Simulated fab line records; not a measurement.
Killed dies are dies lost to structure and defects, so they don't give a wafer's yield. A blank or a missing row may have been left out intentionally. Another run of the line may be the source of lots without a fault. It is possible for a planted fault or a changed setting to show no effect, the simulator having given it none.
Which tool was responsible? ; flow sky130 ; 15 lots, 45 wafers sampled, at 4 steps of a route of 708

## WHAT EACH GAUGE READ, for each wafer
SKY_CAPM_OVL_MEAS_12.
lot;measured;on;CAPM_OVL (nm)
L412;day 37 17:08;overlay-01;1.4 0.0 -1.2
L413;day 38 02:44;overlay-01;0.6 0.3 -0.2
L414;day 38 13:14;overlay-01;0.4 0.6 1.0
L415;day 38 21:17;overlay-02;-3.2 -4.2 -4.4
L416;day 39 01:19;overlay-01;0.1 0.7 -0.9
L417;day 39 17:19;overlay-02;1.6 0.3 1.4
L421;day 40 22:38;overlay-01;1.3 0.8 1.2
L423;day 41 14:29;overlay-02;-0.6 -1.5 -0.5
L424;day 41 16:41;overlay-02;1.2 1.4 0.4
L426;day 42 16:56;overlay-01;-1.6 -1.3 0.3
L428;day 42 19:56;overlay-01;0.8 -0.7 -0.1
L431;day 43 10:35;overlay-01;-0.6 -0.7 -0.2
L432;day 43 13:38;overlay-02;-1.9 -0.1 -2.3
L433;day 44 05:02;overlay-01;-0.7 -0.9 -1.1
L434;day 44 06:57;overlay-01;1.5 1.7 2.5

SKY_VIA3_BOW_MEAS_03.
lot;measured;on;VIA3_BOW (um)
L412;day 38 21:10;film metro-01;74 61 70
L413;day 39 06:44;film metro-01;71 80 86
L414;day 39 16:52;film metro-02;80 77 84
L415;day 40 01:04;film metro-02;91 86 73
L416;day 40 04:44;film metro-01;93 88 83
L417;day 40 20:26;film metro-03;86 86 72
L421;day 42 01:17;film metro-02;78 84 74
L428;day 43 21:25;film metro-01;69 77 93
L431;day 44 11:40;film metro-01;97 87 79
L432;day 44 14:36;film metro-02;77 80 79
L433;day 45 05:20;film metro-01;70 89 66
L434;day 45 07:14;film metro-02;90 93 78

## WHICH TOOL RAN EACH LOT (tool, then ch and the chambers of the sampled wafers, then the start)
lot;SKY_METAL3_DEVELOP_12;SKY_METAL3_ETCH_16
L412;litho track-04 ch 0, day 38 19:00;rie metal-03 ch 0,1, day 38 19:41
L413;litho track-02 ch 0, day 39 04:00;rie metal-01 ch 0,1, day 39 05:19
L414;litho track-02 ch 0, day 39 14:00;rie metal-01 ch 0,1, day 39 15:16
L415;litho track-02 ch 0, day 39 22:00;rie metal-02 ch 1, day 39 23:23
L416;litho track-04 ch 0, day 40 02:00;rie metal-02 ch 1, day 40 03:13
L417;litho track-03 ch 0, day 40 18:00;rie metal-02 ch 0,1, day 40 19:01
L421;litho track-02 ch 0, day 41 23:00;rie metal-01 ch 0,1, day 41 23:52
L423;litho track-03, day 42 14:00;rie metal-03 ch 0,1, day 42 14:55
L424;litho track-03, day 42 16:00;rie metal-01 ch 0,1, day 42 16:25
L426;litho track-02, day 43 16:00;rie metal-01 ch 0,1, day 43 17:19
L428;litho track-04 ch 0, day 43 19:00;rie metal-02 ch 0,1, day 43 19:56
L431;litho track-03 ch 0, day 44 09:00;rie metal-02 ch 0,1, day 44 10:12
L432;litho track-03 ch 0, day 44 12:00;rie metal-02 ch 0,1, day 44 13:06
L433;litho track-02 ch 0, day 45 03:00;rie metal-03 ch 0,1, day 45 03:55
L434;litho track-02 ch 0, day 45 05:00;rie metal-02 ch 0,1, day 45 05:46
- SKY_METAL3_DEVELOP_12: develop time 60 s.
- SKY_METAL3_ETCH_16: etches BARC in N2/H2, stops on SiO2, time 88.2 s, target depth 60 nm.

## WHAT THE TOOLS THEMSELVES READ (means of the sampled wafers that have a number; where no wafer has one, the mark that the record gives instead)
SKY_METAL3_DEVELOP_12.
lot;tool;chill plate temp C (C)
L412;litho track-04;22.84
L413;litho track-02;23.00
L414;litho track-02;23.00
L415;litho track-02;22.88
L416;litho track-04;22.86
L417;litho track-03;23.00
L421;litho track-02;22.83
L423;litho track-03;-
L424;litho track-03;-
L426;litho track-02;-
L428;litho track-04;23.03
L431;litho track-03;22.91
L432;litho track-03;23.00
L433;litho track-02;23.10
L434;litho track-02;23.00

SKY_METAL3_ETCH_16.
lot;tool;drypump motor current A (A);oes product au (a.u.);throttle valve pct (%)
L412;rie metal-03;5.7;0.627;13.216
L413;rie metal-01;6.0;0.630;13.200
L414;rie metal-01;5.6;0.629;13.208
L415;rie metal-02;5.7;0.627;13.210
L416;rie metal-02;5.7;0.626;13.215
L417;rie metal-02;5.4;0.623;13.195
L421;rie metal-01;6.0;0.628;13.210
L423;rie metal-03;5.8;0.623;13.211
L424;rie metal-01;5.6;0.624;13.210
L426;rie metal-01;6.0;0.624;13.205
L428;rie metal-02;5.4;0.622;13.199
L431;rie metal-02;5.1;0.625;13.198
L432;rie metal-02;5.4;0.626;13.201
L433;rie metal-03;5.8;0.619;13.214
L434;rie metal-02;5.1;0.624;13.212

## THE ANSWER, worked out from the rows above alone
Rule: the lots themselves supply what counts as usual. The widest of any qualifying gaps counts: lots, ordered by their means at a reading, are off when they make up no more than a third of the lots, leave a main group of 4 or more, and stand apart from it by 3 or more times the standard deviation of that group's means. A main group whose means are all the same, to the digits that the tables above print for the reading, isn't used. A lot without any number at a reading at which 4 lots or more have one is off too. The other lots that the step has rows for count as sound. After the gauges, taken in route order, come the tools' own readings; for these a lot's mean is taken, as printed above. At the first step where some lot is off, the reading lying furthest off is the one used; lots without a number count as furthest.
Off: L423, L424, L426, at SKY_METAL3_DEVELOP_12 (chill plate temp C). Without a number there: L423, L424, L426. Mean 22.95 C and standard deviation 0.083 in the main group.
If a tool, at that step or one of the process steps before it, ran each lot that is off and ran no sound lot following the first of them, it fits. Of those tried, none fits.

## WHAT HAD BEEN PUT IN BY THE SIMULATOR
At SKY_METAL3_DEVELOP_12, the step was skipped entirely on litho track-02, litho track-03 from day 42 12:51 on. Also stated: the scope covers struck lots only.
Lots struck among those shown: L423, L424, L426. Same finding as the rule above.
